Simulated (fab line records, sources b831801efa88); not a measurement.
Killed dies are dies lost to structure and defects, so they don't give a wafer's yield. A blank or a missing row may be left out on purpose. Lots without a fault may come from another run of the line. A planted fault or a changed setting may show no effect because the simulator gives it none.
Which tool did it? | flow gf180mcu | 24 lots, 72 wafers sampled, at 6 steps of a route of 602

WHAT THE GAUGES READ, wafer by wafer
GF_CONTACT_CD_MEAS_14: target cd 220 nm. Usual: cd_nm 220.7 nm, standard deviation 1.5.
lot  | measured     | on        | cd_nm (nm)        | flag
L074 | day 15 21:52 | cd_sem-02 | 222.7 222.9 222.9 |
L075 | day 16 11:25 | cd_sem-01 | 218.7 219.1 219.0 |
L076 | day 16 20:42 | cd_sem-02 | 219.1 218.6 218.9 |
L077 | day 17 05:04 | cd_sem-02 | 223.5 222.5 221.3 |
L078 | day 17 16:28 | cd_sem-01 | 221.0 221.0 220.5 |
L079 | day 18 01:02 | cd_sem-01 | 220.3 220.3 220.5 |
L080 | day 18 09:36 | cd_sem-01 | 219.7 219.8 219.2 |
L081 | day 18 20:34 | cd_sem-02 | 221.2 220.9 221.1 |
L082 | day 19 02:55 | cd_sem-01 | 218.9 219.6 220.1 |
L083 | day 19 18:19 | cd_sem-02 | 220.5 220.4 220.2 |
L084 | day 19 20:58 | cd_sem-02 | 221.2 221.0 220.4 |
L085 | day 19 23:54 | cd_sem-01 | 221.1 221.0 222.9 |
L086 | day 20 12:43 | cd_sem-02 | 219.9 219.5 221.5 |
L087 | day 21 00:01 | cd_sem-01 | 217.5 219.3 219.2 |
L088 | day 21 19:33 | cd_sem-01 | 221.0 220.1 220.5 |
L089 | day 21 23:32 | cd_sem-01 | 218.9 219.9 219.3 |
L090 | day 22 02:19 | cd_sem-02 | 222.8 222.7 225.7 |
L091 | day 22 07:47 | cd_sem-02 | 220.5 220.8 221.2 |
L092 | day 22 19:21 | cd_sem-02 | 221.3 221.7 221.9 |
L094 | day 23 09:04 | cd_sem-01 | 218.3 218.7 219.5 |
L093 | day 23 09:46 | cd_sem-01 | 220.2 221.3 221.8 |
L095 | day 23 22:52 | cd_sem-01 | 222.6 222.1 221.8 |
L096 | day 23 23:31 | cd_sem-01 | 223.3 222.2 221.2 |
L097 | day 24 03:28 | cd_sem-02 | 222.1 219.8 220.1 |

GF_M1_CD_MEAS_14: target cd 230 nm. Usual: cd_nm 229.5 nm, standard deviation 1.2.
lot  | measured     | on        | cd_nm (nm)        | flag
L074 | day 16 22:07 | cd_sem-01 | 230.4 229.5 230.3 |
L075 | day 17 12:15 | cd_sem-01 | 229.0 228.4 227.2 |
L076 | day 17 20:42 | cd_sem-02 | 230.1 231.4 230.9 |
L077 | day 18 05:59 | cd_sem-01 | 230.1 230.1 230.4 |
L078 | day 18 17:46 | cd_sem-02 | 228.7 228.2 227.5 |
L079 | day 19 03:17 | cd_sem-02 | 229.0 228.4 229.3 |
L080 | day 19 11:13 | cd_sem-02 | 231.7 230.2 230.7 |
L081 | day 19 22:58 | cd_sem-02 | 228.2 228.7 228.4 |
L082 | day 20 04:46 | cd_sem-02 | 229.8 230.6 228.5 |
L083 | day 20 19:51 | cd_sem-02 | 229.6 228.6 229.7 |
L084 | day 20 22:41 | cd_sem-01 | 228.5 227.9 228.9 |
L085 | day 21 01:56 | cd_sem-02 | 230.8 231.3 229.5 |
L086 | day 21 14:14 | cd_sem-02 | 230.1 230.4 229.0 |
L087 | day 22 01:14 | cd_sem-01 | 230.6 230.1 231.3 |
L088 | day 22 19:44 | cd_sem-01 | 228.4 228.8 228.0 |
L089 | day 23 00:28 | cd_sem-02 | 229.8 230.1 228.9 |
L090 | day 23 02:37 | cd_sem-02 | 232.2 231.7 232.2 |
L091 | day 23 08:22 | cd_sem-01 | 228.5 228.7 228.9 |
L092 | day 23 20:04 | cd_sem-01 | 229.0 228.2 229.3 |
L094 | day 24 09:17 | cd_sem-02 | 229.1 230.2 229.3 |
L093 | day 24 09:59 | cd_sem-02 | 228.3 229.7 229.0 |
L095 | day 24 22:13 | cd_sem-02 | 229.1 228.8 230.1 |
L096 | day 24 22:55 | cd_sem-01 | 228.5 228.7 228.8 |
L097 | day 25 02:58 | cd_sem-02 | 230.2 229.3 229.2 |

GF_V2_OVL_MEAS_15. Usual: V2_OVL -1 nm, standard deviation 5.
lot  | measured     | on         | V2_OVL (nm) | flag
L074 | day 20 02:58 | overlay-02 | 7 2 2       |
L075 | day 20 17:49 | overlay-01 | 6 4 -5      |
L076 | day 21 01:53 | overlay-01 | 1 0 2       |
L077 | day 21 11:14 | overlay-02 | 1 -3 5      |
L078 | day 21 22:50 | overlay-02 | 4 -4 6      |
L079 | day 22 08:14 | overlay-02 | 4 4 2       |
L080 | day 22 15:53 | overlay-01 | -9 -7 0     |
L081 | day 23 01:54 | overlay-02 | -6 -6 -8    |
L082 | day 23 07:08 | overlay-02 | -10 2 -3    |
L083 | day 23 22:53 | overlay-02 | -1 4 1      |
L084 | day 24 00:44 | overlay-02 | 2 0 -7      |
L085 | day 24 04:11 | overlay-01 | -8 -4 -5    |
L086 | day 24 14:55 | overlay-02 | -1 -9 -9    |
L087 | day 25 01:50 | overlay-01 | 5 -5 2      |
L088 | day 25 19:02 | overlay-02 | 6 10 5      |
L089 | day 25 23:59 | overlay-01 | 8 5 0       |
L090 | day 26 01:32 | overlay-02 | -8 3 7      |
L091 | day 26 07:08 | overlay-01 | 5 4 0       |
L092 | day 26 17:02 | overlay-01 | -6 0 -10    |
L094 | day 27 04:15 | overlay-02 | -6 7 -4     |
L093 | day 27 05:56 | overlay-02 | -4 0 -7     |
L095 | day 27 16:17 | overlay-01 | 1 -2 -8     |
L096 | day 27 17:52 | overlay-02 | -4 4 -1     |
L097 | day 27 21:14 | overlay-01 | -4 2 -9     |

WHICH TOOL RAN EACH LOT (tool, then ch and the chambers of the sampled wafers, then the start)
lot  | GF_CONTACT_ETCH_16                 | GF_M1_SPUTTER_00             | GF_V1_CVD_23
L074 | rie_diel-01 ch 0,1,2, day 15 22:01 | pvd_sputter-01, day 15 23:11 | cvd_w-02 ch 0,1, day 17 23:50
L075 | rie_diel-01 ch 0,1,2, day 16 11:34 | pvd_sputter-04, day 16 12:44 | cvd_w-01 ch 0,1, day 18 14:41
L076 | rie_diel-03 ch 0,3, day 16 20:52   | pvd_sputter-04, day 16 22:01 | cvd_w-01 ch 1, day 18 23:08
L077 | rie_diel-04 ch 1,3, day 17 05:10   | pvd_sputter-01, day 17 06:21 | cvd_w-02 ch 0,1, day 19 08:13
L078 | rie_diel-03 ch 0,1,3, day 17 16:37 | pvd_sputter-04, day 17 17:47 | cvd_w-02 ch 0,1, day 19 20:31
L079 | rie_diel-03 ch 0,1,2, day 18 01:10 | pvd_sputter-04, day 18 02:20 | cvd_w-01 ch 0,1, day 20 06:56
L080 | rie_diel-01 ch 2,3, day 18 09:43   | pvd_sputter-01, day 18 10:52 | cvd_w-01 ch 0,1, day 20 13:53
L081 | rie_diel-03 ch 0,3, day 18 20:40   | pvd_sputter-01, day 18 21:49 | cvd_w-02 ch 0,1, day 21 01:53
L082 | rie_diel-01 ch 0,2,3, day 19 03:04 | pvd_sputter-04, day 19 04:13 | cvd_w-02 ch 0,1, day 21 06:44
L083 | rie_diel-01 ch 0,3, day 19 18:28   | pvd_sputter-04, day 19 19:43 | cvd_w-01 ch 0, day 21 22:15
L084 | rie_diel-04 ch 0,1,2, day 19 21:07 | pvd_sputter-01, day 19 22:21 | cvd_w-02 ch 0,1, day 22 00:39
L085 | rie_diel-03 ch 0,3, day 20 00:01   | pvd_sputter-04, day 20 01:16 | cvd_w-02 ch 0,1, day 22 04:26
L086 | rie_diel-03 ch 1,2,3, day 20 12:52 | pvd_sputter-03, day 20 14:01 | cvd_w-01 ch 0,1, day 22 15:20
L087 | rie_diel-04 ch 0,1,2, day 21 00:07 | pvd_sputter-04, day 21 01:16 | cvd_w-01 ch 0,1, day 23 02:08
L088 | rie_diel-03 ch 2,3, day 21 19:40   | pvd_sputter-01, day 21 20:49 | cvd_w-02 ch 0,1, day 23 20:36
L089 | rie_diel-01 ch 0,2, day 21 23:40   | pvd_sputter-01, day 22 00:49 | cvd_w-02 ch 0,1, day 24 01:38
L090 | rie_diel-04 ch 0,1,2, day 22 02:28 | pvd_sputter-04, day 22 03:38 | cvd_w-02 ch 0,1, day 24 03:56
L091 | rie_diel-03 ch 1,2, day 22 07:55   | pvd_sputter-01, day 22 09:04 | cvd_w-02 ch 0,1, day 24 09:47
L092 | rie_diel-04 ch 0,1,2, day 22 19:31 | pvd_sputter-01, day 22 20:56 | cvd_w-02 ch 0,1, day 24 21:13
L094 | rie_diel-01 ch 0,2,3, day 23 09:11 | pvd_sputter-03, day 23 10:18 | cvd_w-01 ch 0,1, day 25 09:04
L093 | rie_diel-03 ch 1,2,3, day 23 09:53 | pvd_sputter-04, day 23 11:00 | cvd_w-02 ch 0,1, day 25 10:04
L095 | rie_diel-03 ch 0,3, day 23 23:01   | pvd_sputter-01, day 24 00:10 | cvd_w-02 ch 0,1, day 25 21:41
L096 | rie_diel-04 ch 1,2,3, day 23 23:40 | pvd_sputter-04, day 24 00:50 | cvd_w-02 ch 0,1, day 25 23:07
L097 | rie_diel-03 ch 1,2,3, day 24 03:37 | pvd_sputter-03, day 24 04:46 | cvd_w-01 ch 0,1, day 26 02:15
- GF_CONTACT_ETCH_16: etches BARC in N2/H2.
- GF_M1_SPUTTER_00: material Ti, target thk 37.5 nm, time 150 s.
- GF_V1_CVD_23: deposits W, target thk 350 nm, time 105.05 s.

WHAT THE TOOLS THEMSELVES READ (means of the sampled wafers that have a number; where no wafer has one, the mark that the record gives instead)
GF_CONTACT_ETCH_16. Usual: drypump_motor_current_A 5.7 A, standard deviation 0.59; oes_product_au 0.855 a.u., standard deviation 0.005; rf_fwd_power_W 495.6 W, standard deviation 2.2; throttle_valve_pct 13.226 %, standard deviation 0.0092.
lot  | tool        | drypump_motor_current_A (A) | oes_product_au (a.u.) | rf_fwd_power_W (W) | throttle_valve_pct (%) | flag
L074 | rie_diel-01 | 5.7                         | 0.852                 | 496.1              | 13.233                 |
L075 | rie_diel-01 | 5.7                         | 0.856                 | 497.5              | 13.232                 |
L076 | rie_diel-03 | 5.3                         | 0.855                 | 496.3              | 13.227                 |
L077 | rie_diel-04 | 5.7                         | 0.856                 | 497.3              | 13.224                 |
L078 | rie_diel-03 | 5.5                         | 0.855                 | 495.2              | 13.222                 |
L079 | rie_diel-03 | 5.9                         | 0.855                 | 496.3              | 13.225                 |
L080 | rie_diel-01 | 6.5                         | 0.857                 | 494.1              | 13.229                 |
L081 | rie_diel-03 | 5.8                         | 0.853                 | 497.2              | 13.232                 |
L082 | rie_diel-01 | 6.2                         | 0.860                 | 495.7              | 13.227                 |
L083 | rie_diel-01 | 6.1                         | 0.855                 | 494.1              | 13.235                 |
L084 | rie_diel-04 | 6.0                         | 0.854                 | 495.1              | 13.223                 |
L085 | rie_diel-03 | 5.8                         | 0.854                 | 497.0              | 13.218                 |
L086 | rie_diel-03 | 5.3                         | 0.857                 | 495.5              | 13.219                 |
L087 | rie_diel-04 | 6.0                         | 0.847                 | 495.5              | 13.222                 |
L088 | rie_diel-03 | 5.4                         | 0.851                 | 495.5              | 13.221                 |
L089 | rie_diel-01 | 5.9                         | 0.852                 | 497.3              | 13.227                 |
L090 | rie_diel-04 | 5.9                         | 0.853                 | 494.0              | 13.233                 |
L091 | rie_diel-03 | 5.6                         | 0.859                 | 496.8              | 13.230                 |
L092 | rie_diel-04 | 6.0                         | 0.859                 | 496.1              | 13.227                 |
L094 | rie_diel-01 | 6.2                         | 0.854                 | 495.7              | 13.236                 |
L093 | rie_diel-03 | 5.3                         | 0.855                 | 495.3              | 13.220                 |
L095 | rie_diel-03 | 5.8                         | 0.855                 | 497.4              | 13.228                 |
L096 | rie_diel-04 | 5.9                         | 0.854                 | 495.5              | 13.224                 |
L097 | rie_diel-03 | 5.3                         | 0.855                 | 495.4              | 13.206                 |

GF_M1_SPUTTER_00. Usual: throttle_valve_pct 30.1 %, standard deviation 1.1.
lot  | tool           | throttle_valve_pct (%) | flag
L074 | pvd_sputter-01 | 29.4                   |
L075 | pvd_sputter-04 | 31.0                   |
L076 | pvd_sputter-04 | 30.1                   |
L077 | pvd_sputter-01 | 28.9                   |
L078 | pvd_sputter-04 | 31.1                   |
L079 | pvd_sputter-04 | 30.6                   |
L080 | pvd_sputter-01 | 29.4                   |
L081 | pvd_sputter-01 | 28.9                   |
L082 | pvd_sputter-04 | 31.0                   |
L083 | pvd_sputter-04 | 30.3                   |
L084 | pvd_sputter-01 | 29.3                   |
L085 | pvd_sputter-04 | 30.7                   |
L086 | pvd_sputter-03 | 29.9                   |
L087 | pvd_sputter-04 | 30.3                   |
L088 | pvd_sputter-01 | 30.2                   |
L089 | pvd_sputter-01 | 29.5                   |
L090 | pvd_sputter-04 | 30.5                   |
L091 | pvd_sputter-01 | 29.4                   |
L092 | pvd_sputter-01 | 29.4                   |
L094 | pvd_sputter-03 | 31.6                   |
L093 | pvd_sputter-04 | 30.2                   |
L095 | pvd_sputter-01 | 29.4                   |
L096 | pvd_sputter-04 | 30.9                   |
L097 | pvd_sputter-03 | 30.8                   |

GF_V1_CVD_23. Usual: heater_power_outer_w 487 W, standard deviation 40; heater_power_w 755 W, standard deviation 48; susceptor_temp_C 399.99 C, standard deviation 0.23.
lot  | tool     | heater_power_outer_w (W) | heater_power_w (W) | susceptor_temp_C (C) | flag
L074 | cvd_w-02 | 468                      | 726                | 400.15               |
L075 | cvd_w-01 | 474                      | 768                | 400.04               |
L076 | cvd_w-01 | 464                      | 794                | 400.06               |
L077 | cvd_w-02 | 468                      | 717                | 399.92               |
L078 | cvd_w-02 | 472                      | 731                | 399.80               |
L079 | cvd_w-01 | 476                      | 773                | 399.84               |
L080 | cvd_w-01 | 497                      | 759                | 400.04               |
L081 | cvd_w-02 | 506                      | 767                | 399.93               |
L082 | cvd_w-02 | 473                      | 732                | 400.15               |
L083 | cvd_w-01 | 509                      | 730                | 399.93               |
L084 | cvd_w-02 | 470                      | 724                | 399.76               |
L085 | cvd_w-02 | 502                      | 780                | 399.83               |
L086 | cvd_w-01 | 498                      | 755                | 400.12               |
L087 | cvd_w-01 | 490                      | 768                | 400.00               |
L088 | cvd_w-02 | 517                      | 759                | 399.88               |
L089 | cvd_w-02 | 470                      | 733                | 399.86               |
L090 | cvd_w-02 | 470                      | 730                | 399.80               |
L091 | cvd_w-02 | 501                      | 774                | 399.97               |
L092 | cvd_w-02 | 469                      | 729                | 400.32               |
L094 | cvd_w-01 | 490                      | 759                | 400.05               |
L093 | cvd_w-02 | 500                      | 773                | 400.11               |
L095 | cvd_w-02 | 466                      | 735                | 400.06               |
L096 | cvd_w-02 | 506                      | 764                | 399.77               |
L097 | cvd_w-01 | 487                      | 781                | 399.87               |

THE ANSWER, worked out from the rows above alone
Rule: a lot is off if the mean of its wafers that have a number lies more than 3 standard deviations from the usual mean. A lot without any number at a reading at which 4 lots or more have one is off too. The other lots that the step has rows for count as sound. The gauges are gone through in route order, then the tools' own readings, and for those a lot's mean is taken as printed above. The first step at which some lot is off is used, and at that step the reading that is off furthest; a lot without a number counts as furthest.
No lot is off at any reading shown: from this, nothing can be told.

WHAT THE SIMULATOR HAD PUT IN
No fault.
